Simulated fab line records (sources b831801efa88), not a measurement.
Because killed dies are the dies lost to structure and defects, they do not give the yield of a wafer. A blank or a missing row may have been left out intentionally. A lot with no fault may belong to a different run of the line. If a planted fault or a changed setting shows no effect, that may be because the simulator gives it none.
Problem report, 8D (eight disciplines) form, completed by code :: flow gf180mcu :: the parts of the form that need people (team, actions taken, sign-off) are left out

== 1. THE PROBLEM ==
At GF_M5_CD_MEAS_07, cd_nm averages 270.4 nm over 6 wafers from 2 lots, while fault-free wafers read 279.9 nm, standard deviation 1.2. That puts it -7.9 standard deviations away from the usual mean.
The step: target cd 280 nm.
Seen first at day 29 04:18 on cd_sem-02, wafer L649.2. Wafers with a number at this step in the record: 39, from 13 lots. Rule for "out", or "out of limits": more than 4 standard deviations from the usual mean. The rest of the wafers with a number are treated as sound.

== 2. WHAT IT IS, AND WHAT IT ISN'T ==
question: which readings at this step
is: cd_nm
is not: -

question: which lots
is: L649, L650
is not: L639, L640, L642, L652, L654, L656, L657, L659, L660, L661, L662

question: which wafers of those lots
is: all that have a number
is not: -

question: read on which gauges
is: cd_sem-02
is not: cd_sem-01

question: when
is: from day 29 04:18
is not: up to then (9 sound wafers); but 24 sound wafers of L652, L654, L656, L657, L659, L660, L661, L662 came after

== 3. WHAT RULES OUT EACH SUSPECT ==
Counting: a tool at any process step up to the reading remains a suspect when it ran all the lots that are out and ran no sound lot after the first of those.
- the gauge at GF_M5_CD_MEAS_07 is ruled out. All the wafers that are out were read on cd_sem-02, but those of them that GF_M5_PEB_05 has rows for are out there too, on other tools.
- litho_track-01 at GF_M5_PEB_05 (peb time 90 s): kept. All lots that are out passed through it, beginning with L649 at day 29 03:58, and no sound lot followed; its final sound lot before that point was L642 at day 27 13:05. On those wafers its own readings are out: heater_power_total_W, plate_temp_C.
After counting, what remains is litho_track-01 at GF_M5_PEB_05.

== 4. THE CAUSE (what the simulator had put in) ==
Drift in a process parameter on litho_track-01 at GF_M5_PEB_05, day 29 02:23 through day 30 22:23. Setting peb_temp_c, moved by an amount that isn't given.
Counting left only this tool.

== 5. THE EFFECT CHAIN, in route order ==
Each row: a reading where the mean over the struck wafers with a number is more than 3 standard deviations away from the usual. Only readings whose record carries a usual standard deviation are examined. hours: median over the lots of the time between each lot's start at the first step of this table that gives one and its start at this step. sigmas: the change, counted in usual standard deviations.
hours: 0
step: GF_M5_PEB_05
reading: heater_power_total_W
usual: 85.70 W
on struck wafers: 89.45
change: +3.75
sigmas: +42

hours: 0
step: GF_M5_PEB_05
reading: plate_temp_C
usual: 135.02 C
on struck wafers: 139.62
change: +4.60
sigmas: +31

hours: 0
step: GF_M5_CD_MEAS_07
reading: cd_nm
usual: 279.9 nm
on struck wafers: 270.4
change: -9.4
sigmas: -7.9
Its process steps:
- GF_M5_PEB_05: peb time 90 s.
Later measuring or inspecting steps at which every struck wafer that the step has a row for has a number for every such reading, and none has moved that far: GF_V5_OVL_MEAS_15.

== 6. WHAT WOULD HAVE CAUGHT IT SOONER ==
In this record the first reading out of limits at a measuring or inspecting step was taken at day 29 04:18, 2 hours after the fault began at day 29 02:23.
At GF_M5_PEB_05, the tool's own readings (heater_power_total_W, plate_temp_C) were out on each struck wafer the step has a row for, so an alarm limit on them would have fired on the first such wafer.
Lots out: 2; of these, L650 started GF_M5_PEB_05 on litho_track-01 after day 29 04:18. Holding the tool at that time would have saved it.
